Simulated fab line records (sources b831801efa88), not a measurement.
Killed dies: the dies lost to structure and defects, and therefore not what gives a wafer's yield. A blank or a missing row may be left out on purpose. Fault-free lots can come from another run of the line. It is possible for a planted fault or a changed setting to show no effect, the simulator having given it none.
Which tool is to blame? | flow gf180mcu | 12 lots with 36 wafers sampled at 2 steps, on a route of 602 steps

WHAT THE GAUGES SHOWED, per wafer
GF_V3_THK_MEAS_01.
lot  | measured     | on           | V3_CVD_00_THK (nm)
L075 | day 22 03:42 | filmMetro-01 | 604 605 601
L078 | day 22 23:19 | filmMetro-04 | 590 588 591
L079 | day 23 08:55 | filmMetro-04 | 604 617 611
L081 | day 24 07:59 | filmMetro-04 | 591 614 597
L082 | day 24 18:24 | filmMetro-02 | 596 589 597
L085 | day 25 10:33 | filmMetro-02 | 604 582 585
L087 | day 25 22:22 | filmMetro-04 | 615 605 589
L089 | day 26 09:56 | filmMetro-02 | 599 581 583
L091 | day 26 20:38 | filmMetro-02 | 591 588 585
L093 | day 27 11:11 | filmMetro-04 | 598 599 599
L095 | day 28 03:58 | filmMetro-04 | 595 606 596
L097 | day 28 21:23 | filmMetro-01 | 600 611 598

WHAT TOOL EACH LOT RAN ON (gives the tool, then ch and the chambers of the sampled wafers, and finally the start)
lot  | GF_V1_ETCH_16
L075 | rieDiel-01 ch 0,2,3, day 18 22:32
L078 | rieDiel-01 ch 1,2, day 19 18:37
L079 | rieDiel-03 ch 1,2, day 20 05:40
L081 | rieDiel-02 ch 1,2,3, day 21 05:16
L082 | rieDiel-03 ch 1,3, day 21 17:56
L085 | rieDiel-01 ch 0,3, day 22 10:23
L087 | rieDiel-01 ch 0,2,3, day 22 22:31
L089 | rieDiel-01 ch 1,2,3, day 23 11:28
L091 | rieDiel-03 ch 0,1,3, day 23 23:16
L093 | rieDiel-01 ch 0,1,2, day 24 16:13
L095 | rieDiel-02 ch 0,2,3, day 25 07:34
L097 | rieDiel-02 ch 0,1,2, day 26 03:25
- GF_V1_ETCH_16: etches BARC in N2/H2.

THE ANSWER, worked out from the rows above alone
Rule: what is usual is taken from the lots themselves. The widest of any qualifying gaps counts: lots, ordered by their means at a reading, are off when they make up no more than a third of the lots, leave a main group of 4 or more, and stand apart from it by 3 or more times the standard deviation of that group's means. The tables above print the reading to a certain number of digits; a main group whose means all agree to those digits is not used. Also off: a lot with no number at a reading for which 4 or more lots have one. The other lots that the step has rows for count as sound.
Across all readings shown, no lot is off: no conclusion can be drawn from this.

WHAT THE SIMULATOR PUT IN
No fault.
